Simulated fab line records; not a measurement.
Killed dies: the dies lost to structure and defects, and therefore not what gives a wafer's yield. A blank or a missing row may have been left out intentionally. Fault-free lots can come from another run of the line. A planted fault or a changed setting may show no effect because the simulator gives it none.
fab line records	flow sky130
[record] lots = 13	wafers = 39	last-day = 50
route steps=708 shown NWELL@63 SONOS_ONO@170 GATE_OXIDE@197 PAD_OPEN@708
lots with no fault: from the same line, run without faults
start-h: hours from the record's first day to the start of the lot's first wafer shown	wait-h: hours elapsed since this lot's preceding step	" identical to the entry in the row above	L1.1+2: a row that stands for several wafers	- either no value or no given start	* or withheld: withheld	< > ~ a bound
route shown NAME@n: a module of which the file shows steps, and the number in the route of the first	usual: mean/standard deviation of fault-free wafers	same: alike in all rows	chamber/n: place in a boat	sites: each site's reading	_std_site: the values' standard deviation	_edge_site: inner sites' mean taken away from outer sites' mean	radius-mm: how far each site lies from the wafer's centre	mask NAME#n: copy n	behind: the most recent tool/chamber to have shaped the wafer	hold: reason for holding the lot/hours on hold/outcome of the hold	device: whichever transistor did not switch (one of n, p or np)	end of line: the route-end tests of the same wafers	a step with no rows: only its recipe	killed: dies lost to structure and defects at the first sort, not the wafer's yield	map: the dies of a wafer, with x for killed, . for not killed, _ for no die there
set.NAME: the setting as run; set.NAME@STEP: as run at that earlier step	model.NAME: the simulator's own value behind a step, which no gauge read
one table for each step of the route and one row for each wafer, over a sample of lots
services: a tool's chamber out of use, with start hour (start-h, from the record's first day; less than 0 if before it), hours out, and reason
[[steps]]
[step SKY_NWELL_OVL_MEAS_10]
[usual] NWELL_00_OVL = -0.6/1.5
lot.wafer	tool	chamber	start-h	wait-h	NWELL_00_OVL[nm]
L108.2	overlay-02	-	102.57	-	-4.2
L108.3	"	-	"	"	-2.0
L108.4	"	-	"	"	-3.4
L110.4	overlay-01	-	103.55	-	1.7
L110.5	"	-	"	"	-0.4
L110.6	"	-	"	"	0.8
L111.3	overlay-01	-	103.89	-	0.4
L111.5	"	-	"	"	1.8
L111.6	"	-	"	"	2.9
L112.1	overlay-02	-	113.62	-	0.1
L112.2	"	-	"	"	-2.4
L112.3	"	-	"	"	-3.0
L113.1	overlay-02	-	116.82	-	-1.3
L113.3	"	-	"	"	0.6
L113.6	"	-	"	"	-1.1
L114.3	overlay-02	-	122.78	-	0.8
L114.4	"	-	"	"	-1.6
L114.6	"	-	"	"	-1.8
L115.1	overlay-01	-	127.27	-	-2.6
L115.3	"	-	"	"	-1.4
L115.6	"	-	"	"	-2.6
L116.1	overlay-02	-	133.82	-	-0.7
L116.4	"	-	"	"	0.7
L116.5	"	-	"	"	-1.1
L117.4	overlay-02	-	136.58	-	-2.2
L117.5	"	-	"	"	1.6
L117.6	"	-	"	"	0.3
L118.3	overlay-01	-	145.14	-	-2.1
L118.4	"	-	"	"	-1.3
L118.5	"	-	"	"	-3.3
L121.2	overlay-01	-	164.83	-	1.1
L121.3	"	-	"	"	0.1
L121.5	"	-	"	"	0.0
L130.1	overlay-01	-	211.77	-	0.0
L130.4	"	-	"	"	0.5
L130.5	"	-	"	"	3.5
L131.1	overlay-02	-	226.57	-	-0.3
L131.2	"	-	"	"	-0.1
L131.4	"	-	"	"	-1.2
[step SKY_SONOS_ONO_CVD_02]
[recipe] material = Si3N4	precursor = DCS/NH3	target-thk-nm = 10.5	temp-c = 770	time-s = 188	pressure-mtorr = 250
[usual] zone-power-centre-pct = 13.4/1.8
lot.wafer	tool	chamber	start-h	wait-h	zone-power-centre-pct
L108.2	lpcvd-02	1	273.09	0.0	15.0
L108.3	"	1	"	"	15.0
L108.4	"	1	"	"	15.0
L110.4	lpcvd-02	0	273.09	0.0	11.1
L110.5	"	0	"	"	11.4
L110.6	"	0	"	"	11.3
L111.3	lpcvd-02	0	277.35	1.1	11.3
L111.5	"	0	"	"	11.5
L111.6	"	0	"	"	11.3
L112.1	lpcvd-02	1	286.11	0.7	15.0
L112.2	"	1	"	"	15.0
L112.3	"	1	"	"	15.0
L113.1	lpcvd-02	1	294.68	1.6	14.9
L113.3	"	1	"	"	15.0
L113.6	"	1	"	"	14.8
L114.3	lpcvd-02	0	300.62	0.3	11.2
L114.4	"	0	"	"	11.2
L114.6	"	0	"	"	11.2
L115.1	lpcvd-02	1	309.54	0.1	14.8
L115.3	"	1	"	"	15.1
L115.6	"	1	"	"	14.9
L116.1	lpcvd-02	1	320.69	1.2	14.9
L116.4	"	1	"	"	14.8
L116.5	"	1	"	"	15.0
L117.4	lpcvd-02	0	322.27	1.4	11.5
L117.5	"	0	"	"	11.3
L117.6	"	0	"	"	11.2
L118.3	lpcvd-02	1	335.05	1.5	14.9
L118.4	"	1	"	"	14.9
L118.5	"	1	"	"	14.9
L121.2	lpcvd-02	1	360.37	1.2	15.1
L121.3	"	1	"	"	15.0
L121.5	"	1	"	"	15.1
L130.1	lpcvd-02	0	421.38	0.1	11.2
L130.4	"	0	"	"	11.3
L130.5	"	0	"	"	11.4
L131.1	lpcvd-02	1	442.65	0.1	15.1
L131.2	"	1	"	"	15.2
L131.4	"	1	"	"	15.0
[step SKY_SONOS_ONO_THK_MEAS_03]
[recipe] reads = Si3N4_of_SONOS_ONO_CVD_02
[usual] SONOS_ONO_CVD_02_THK = 10.97/0.17
lot.wafer	tool	chamber	start-h	wait-h	hold	SONOS_ONO_CVD_02_THK[nm]
L108.2	film-metro-02	-	274.70	0.0	-	11.08
L108.3	"	-	"	"	-	11.05
L108.4	"	-	"	"	-	11.08
L110.4	film-metro-03	-	274.70	0.0	-	10.94
L110.5	"	-	"	"	-	10.95
L110.6	"	-	"	"	-	10.93
L111.3	film-metro-03	-	278.94	0.0	-	10.96
L111.5	"	-	"	"	-	10.89
L111.6	"	-	"	"	-	10.92
L112.1	film-metro-01	-	287.16	0.0	-	11.29
L112.2	"	-	"	"	-	11.12
L112.3	"	-	"	"	-	11.25
L113.1	film-metro-01	-	295.73	0.0	-	11.13
L113.3	"	-	"	"	-	11.10
L113.6	"	-	"	"	-	11.09
L114.3	film-metro-01	-	301.69	0.0	-	10.96
L114.4	"	-	"	"	-	10.82
L114.6	"	-	"	"	-	10.96
L115.1	film-metro-01	-	311.11	0.0	-	11.24
L115.3	"	-	"	"	-	11.28
L115.6	"	-	"	"	-	11.13
L116.1	film-metro-02	-	322.27	0.0	-	10.89
L116.4	"	-	"	"	-	10.78
L116.5	"	-	"	"	-	10.68
L117.4	film-metro-01	-	323.87	0.0	-	10.81
L117.5	"	-	"	"	-	10.81
L117.6	"	-	"	"	-	10.71
L118.3	film-metro-02	-	336.12	0.0	-	11.24
L118.4	"	-	"	"	-	11.29
L118.5	"	-	"	"	-	11.27
L121.2	film-metro-02	-	361.43	0.0	await-dispo/0.2h/release	15.42
L121.3	"	-	"	"	await-dispo/0.2h/release	15.24
L121.5	"	-	"	"	await-dispo/0.2h/release	15.43
L121.2	film-metro-02	-	361.66	0.2	-	15.43
L121.3	"	-	"	"	-	15.29
L121.5	"	-	"	"	-	15.36
L130.1	film-metro-03	-	422.43	0.0	-	10.92
L130.4	"	-	"	"	-	10.72
L130.5	"	-	"	"	-	10.65
L131.1	film-metro-02	-	443.70	0.0	-	10.91
L131.2	"	-	"	"	-	10.81
L131.4	"	-	"	"	-	10.77
[step SKY_SONOS_ONO_THK_MEAS_05]
[recipe] reads = SiO2_of_SONOS_ONO_CVD_04
[usual] SONOS_ONO_CVD_04_THK = 5.79/0.11
lot.wafer	tool	chamber	start-h	wait-h	SONOS_ONO_CVD_04_THK[nm]
L110.4	film-metro-03	-	276.01	0.0	5.81
L110.5	"	-	"	"	5.68
L110.6	"	-	"	"	5.63
L108.2	film-metro-03	-	277.24	0.0	5.71
L108.3	"	-	"	"	5.70
L108.4	"	-	"	"	5.66
L111.3	film-metro-01	-	280.25	0.0	5.80
L111.5	"	-	"	"	5.72
L111.6	"	-	"	"	5.96
L112.1	film-metro-01	-	288.47	0.0	5.58
L112.2	"	-	"	"	5.61
L112.3	"	-	"	"	5.58
L113.1	film-metro-01	-	297.04	0.0	5.84
L113.3	"	-	"	"	5.76
L113.6	"	-	"	"	5.76
L114.3	film-metro-03	-	303.00	0.0	5.76
L114.4	"	-	"	"	5.76
L114.6	"	-	"	"	5.73
L115.1	film-metro-02	-	312.42	0.0	5.67
L115.3	"	-	"	"	5.72
L115.6	"	-	"	"	5.71
L116.1	film-metro-03	-	323.58	0.0	5.67
L116.4	"	-	"	"	5.83
L116.5	"	-	"	"	5.68
L117.4	film-metro-01	-	325.18	0.0	5.88
L117.5	"	-	"	"	5.79
L117.6	"	-	"	"	5.94
L118.3	film-metro-01	-	337.43	0.0	5.80
L118.4	"	-	"	"	5.81
L118.5	"	-	"	"	5.82
L121.2	film-metro-03	-	366.65	0.0	5.66
L121.3	"	-	"	"	5.76
L121.5	"	-	"	"	5.69
L130.1	film-metro-02	-	423.74	0.0	5.76
L130.4	"	-	"	"	5.76
L130.5	"	-	"	"	5.88
L131.1	film-metro-02	-	445.01	0.0	5.89
L131.2	"	-	"	"	5.90
L131.4	"	-	"	"	5.93
[step SKY_GATE_OXIDE_OVL_MEAS_10]
[usual] GATE_OXIDE_OVL = -0.5/1.5
lot.wafer	tool	chamber	start-h	wait-h	GATE_OXIDE_OVL[nm]
L110.4	overlay-02	-	328.60	0.1	-0.9
L110.5	"	-	"	"	0.2
L110.6	"	-	"	"	-1.1
L108.2	overlay-02	-	331.84	1.2	-0.3
L108.3	"	-	"	"	0.9
L108.4	"	-	"	"	0.2
L111.3	overlay-02	-	332.63	0.1	-0.3
L111.5	"	-	"	"	0.8
L111.6	"	-	"	"	-2.3
L112.1	overlay-02	-	341.38	0.1	-1.8
L112.2	"	-	"	"	-0.5
L112.3	"	-	"	"	-0.6
L113.1	overlay-01	-	350.78	0.1	2.0
L113.3	"	-	"	"	3.5
L113.6	"	-	"	"	1.6
L114.3	overlay-02	-	357.98	0.1	-0.1
L114.4	"	-	"	"	0.6
L114.6	"	-	"	"	1.0
L115.1	overlay-01	-	368.21	0.1	0.9
L115.3	"	-	"	"	-1.1
L115.6	"	-	"	"	-2.6
L116.1	overlay-02	-	379.61	0.1	-1.0
L116.4	"	-	"	"	1.5
L116.5	"	-	"	"	0.7
L117.4	overlay-01	-	383.38	0.1	1.1
L117.5	"	-	"	"	-0.1
L117.6	"	-	"	"	-0.6
L118.3	overlay-02	-	396.94	0.1	-0.6
L118.4	"	-	"	"	-2.5
L118.5	"	-	"	"	0.7
L121.2	overlay-01	-	423.52	0.1	-0.5
L121.3	"	-	"	"	-1.1
L121.5	"	-	"	"	-0.4
L130.1	overlay-01	-	486.71	0.1	2.5
L130.4	"	-	"	"	1.4
L130.5	"	-	"	"	1.3
L131.1	overlay-01	-	507.93	0.1	1.0
L131.2	"	-	"	"	1.4
L131.4	"	-	"	"	-0.5
[step SKY_PAD_OPEN_PROBE_99]
[usual] killed_at_M0_to_M3 = 44/6.9	killed_at_M4_up = 3.3/2	killed-at-contacts = 25/5.4	killed-at-front-end = 16/4.6	killed-at-other = 0.2/0.51	killed-dies = 88/8.9	killed-on-rim = 17/3.6	killed-open = 48/6.8	killed-short = 39/5.8
[same] gross-dies = 492	killed-at-back-side = 0
lot.wafer	tool	chamber	start-h	wait-h	killed_at_M0_to_M3	killed_at_M4_up	killed-at-contacts	killed-at-front-end	killed-at-other	killed-dies	killed-on-rim	killed-open	killed-short
L110.4	prober-02	-	1092.09	0.2	46	4	29	26	0	105	27	54	49
L110.5	prober-02	-	1092.14	0.2	58	2	20	8	0	88	18	47	41
L110.6	prober-02	-	1092.19	0.2	48	2	24	15	0	89	24	41	48
L112.1	prober-02	-	1100.13	0.1	38	5	33	9	0	85	12	40	45
L112.2	prober-02	-	1100.18	0.1	33	1	37	17	1	89	16	56	33
L112.3	prober-02	-	1100.23	0.2	48	3	32	15	0	98	20	60	38
L113.1	prober-01	-	1113.57	0.1	43	4	23	25	1	96	21	62	33
L113.3	prober-01	-	1113.67	0.2	53	1	22	14	1	91	19	45	45
L113.6	prober-01	-	1113.82	0.2	42	5	20	21	0	88	18	54	34
L114.3	prober-02	-	1114.79	0.2	62	3	19	12	0	96	20	59	36
L114.4	prober-02	-	1114.84	0.2	53	6	30	15	1	105	21	56	48
L114.6	prober-02	-	1114.94	0.2	40	2	29	17	0	88	19	48	40
L118.3	prober-02	-	1138.24	0.2	32	2	24	14	0	72	13	32	39
L118.4	prober-02	-	1138.29	0.2	42	1	18	22	0	83	15	48	35
L118.5	prober-02	-	1138.34	0.2	52	4	23	19	0	98	21	53	45
// killed by level:class
L110.4 VIA1:geometric-particle:open=16 CONTACT:geometric-particle:open=15 FIELD_ISO:geometric-particle:open=7 LOCAL_INTERCONNECT:geometric-particle:short=7 FIELD_ISO:geometric-particle:short=6 METAL1:geometric-particle:short=5 POLY_GATE:geometric-particle:short=5 CONTACT:geometric-particle:short=5
L110.5 VIA1:geometric-particle:open=13 VIA3:geometric-particle:open=8 VIA2:geometric-particle:open=8 METAL2:geometric-particle:short=8 LI_CONTACT:geometric-particle:open=6 CONTACT:geometric-particle:short=6 VIA3:geometric-particle:short=6 VIA1:geometric-particle:short=5
L110.6 CONTACT:geometric-particle:short=9 VIA1:geometric-particle:open=9 FIELD_ISO:geometric-particle:open=7 VIA3:geometric-particle:open=7 VIA3:geometric-particle:short=6 LOCAL_INTERCONNECT:geometric-particle:short=5 CONTACT:geometric-particle:open=5 VIA1:geometric-particle:short=5
L112.1 LI_CONTACT:geometric-particle:open=13 METAL1:geometric-particle:short=9 CONTACT:geometric-particle:open=7 CONTACT:geometric-particle:short=6 METAL2:geometric-particle:short=5 VIA1:geometric-particle:open=5 LOCAL_INTERCONNECT:geometric-particle:open=4 VIA1:geometric-particle:short=4
L112.2 CONTACT:geometric-particle:open=12 LI_CONTACT:geometric-particle:open=12 VIA1:geometric-particle:open=10 LI_CONTACT:geometric-particle:short=6 VIA1:geometric-particle:short=5 VIA3:geometric-particle:open=5 FIELD_ISO:geometric-particle:open=4 VIA2:geometric-particle:open=4
L112.3 CONTACT:geometric-particle:open=12 LI_CONTACT:geometric-particle:open=11 METAL1:geometric-particle:short=11 VIA1:geometric-particle:open=10 POLY_GATE:geometric-particle:short=5 POLY_GATE:geometric-particle:open=5 VIA3:geometric-particle:short=5 VIA3:geometric-particle:open=5
L113.1 CONTACT:geometric-particle:open=13 VIA3:geometric-particle:open=12 POLY_GATE:geometric-particle:short=8 VIA1:geometric-particle:open=8 VIA2:geometric-particle:open=7 LI_CONTACT:geometric-particle:open=5 METAL1:geometric-particle:short=5 FIELD_ISO:geometric-particle:open=4
L113.3 VIA2:geometric-particle:open=8 VIA3:geometric-particle:open=8 CONTACT:geometric-particle:open=7 VIA1:geometric-particle:open=7 METAL2:geometric-particle:short=7 LI_CONTACT:geometric-particle:short=6 METAL1:geometric-particle:short=6 LOCAL_INTERCONNECT:geometric-particle:short=4
L113.6 VIA1:geometric-particle:open=13 CONTACT:geometric-particle:open=8 VIA2:geometric-particle:open=8 METAL1:geometric-particle:short=7 VIA3:geometric-particle:open=7 POLY_GATE:geometric-particle:open=5 FIELD_ISO:geometric-particle:open=4 LI_CONTACT:geometric-particle:open=4
L114.3 VIA1:geometric-particle:open=22 VIA2:geometric-particle:open=9 CONTACT:geometric-particle:open=8 METAL1:geometric-particle:short=6 VIA3:geometric-particle:short=5 VIA1:geometric-particle:short=4 VIA3:geometric-particle:open=4 FIELD_ISO:geometric-particle:open=3
L114.4 VIA1:geometric-particle:open=14 VIA2:geometric-particle:open=9 CONTACT:geometric-particle:open=8 CONTACT:geometric-particle:short=7 LOCAL_INTERCONNECT:geometric-particle:short=7 METAL1:geometric-particle:short=7 FIELD_ISO:geometric-particle:open=6 METAL4:geometric-particle:short=6
L114.6 VIA1:geometric-particle:open=11 LI_CONTACT:geometric-particle:open=7 CONTACT:geometric-particle:open=7 CONTACT:geometric-particle:short=6 VIA1:geometric-particle:short=6 FIELD_ISO:geometric-particle:short=5 FIELD_ISO:geometric-particle:open=5 METAL1:geometric-particle:short=5
L118.3 POLY_GATE:geometric-particle:short=6 LI_CONTACT:geometric-particle:short=6 CONTACT:geometric-particle:open=6 VIA1:geometric-particle:open=5 VIA2:geometric-particle:open=5 FIELD_ISO:geometric-particle:short=4 LI_CONTACT:geometric-particle:open=4 LOCAL_INTERCONNECT:geometric-particle:short=4
L118.4 CONTACT:geometric-particle:open=12 VIA1:geometric-particle:open=9 VIA2:geometric-particle:open=7 FIELD_ISO:geometric-particle:open=6 FIELD_ISO:geometric-particle:short=5 METAL3:geometric-particle:short=5 METAL1:geometric-particle:open=4 VIA1:geometric-particle:short=4
L118.5 VIA1:geometric-particle:open=17 VIA2:geometric-particle:open=10 METAL1:geometric-particle:short=7 CONTACT:geometric-particle:open=7 FIELD_ISO:geometric-particle:short=6 LI_CONTACT:geometric-particle:short=6 FIELD_ISO:geometric-particle:open=4 METAL2:geometric-particle:short=4
[[services]]
tool	chamber	start-h	hours	kind
lpcvd-02	-	386.38	0.5	repair
[[key]]
[first-sign] step = SKY_SONOS_ONO_THK_MEAS_03	reading = visit	direction = added
[effect] step = SKY_SONOS_ONO_THK_MEAS_03	reading = SONOS_ONO_CVD_02_THK	direction = up	sigmas = 25	usual = 10.97	struck = 15.36
met-at SKY_SONOS_ONO_CVD_02
struck-lots L121
struck-wafers L121.2,L121.3,L121.5
tester-left-out L121
not-acting-at SKY_NWELL_OVL_MEAS_10,SKY_SONOS_ONO_THK_MEAS_05,SKY_GATE_OXIDE_OVL_MEAS_10
onset-between 335.05 360.37
[fault] kind = process-parameter-drift	tool = lpcvd-02	chamber = 1	onset-h = 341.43	steps = SKY_SONOS_ONO_CVD_02	channel = target-thk-nm	offset = 4.23	shape = step	end-h = 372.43	acts-in = these-recipes-only	stated = 10.5
// tester-left-out: of these lots the tester's yield and bins aren't shown, on N5 and GAA mostly nor the transistor test; their killed dies are dies lost to structure and defects alone, not to doping, threshold or leakage, so they don't give the yield
